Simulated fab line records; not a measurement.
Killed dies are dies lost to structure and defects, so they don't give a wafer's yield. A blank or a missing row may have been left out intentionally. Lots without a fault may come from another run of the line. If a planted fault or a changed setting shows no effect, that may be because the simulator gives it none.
Chamber matching	flow sfq_line	4 sister chambers for SFQ_TRILAYER_I7_CMP_CMP_184 on cmp-02
The step polishes SiO2. 4 wafers are shown with their chamber, then 8 later ones without.

== WAFERS PAIRED WITH THEIR CHAMBERS ==
wafer	chamber	motor_current_A (A)
L251.1	3	11.4
L253.5	1	10.0
L253.6	0	10.3
L256.3	2	7.5

== WAFERS WHOSE CHAMBER IS MISSING ==
wafer	motor_current_A (A)
L256.1	10.7
L256.4	10.3
L266.2	11.6
L266.4	7.8
L266.6	11.5
L268.2	7.8
L268.3	10.9
L268.5	8.2

== WHICH CHAMBER EACH WENT THROUGH ==
wafer	from the rows above	in truth
L256.1	can't be placed: 0 or 1 or 3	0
L256.4	can't be placed: 0 or 1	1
L266.2	3	3
L266.4	2	2
L266.6	3	3
L268.2	2	2
L268.3	can't be placed: 3 or 0 or 1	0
L268.5	2	2
5 of 8 placed correctly. From these rows, 3 cannot be placed; in 3 the true chamber is one of the candidates. Number placed wrongly: 0.
How it was worked out, from the rows above alone: a wafer's distance from a chamber is the root of the sum, over the readings, of the square of ((its reading less the chamber's mean) divided by the reading's scatter). If the next closest chamber is less than 2 further off than the closest, the wafer can't be placed; otherwise it belongs to the closest. For every chamber, the mean is computed from those of its wafers that are shown. The scatter (one wafer shown for each chamber): square how far every hidden wafer sits from the nearest shown wafer, average those squares and take the square root.
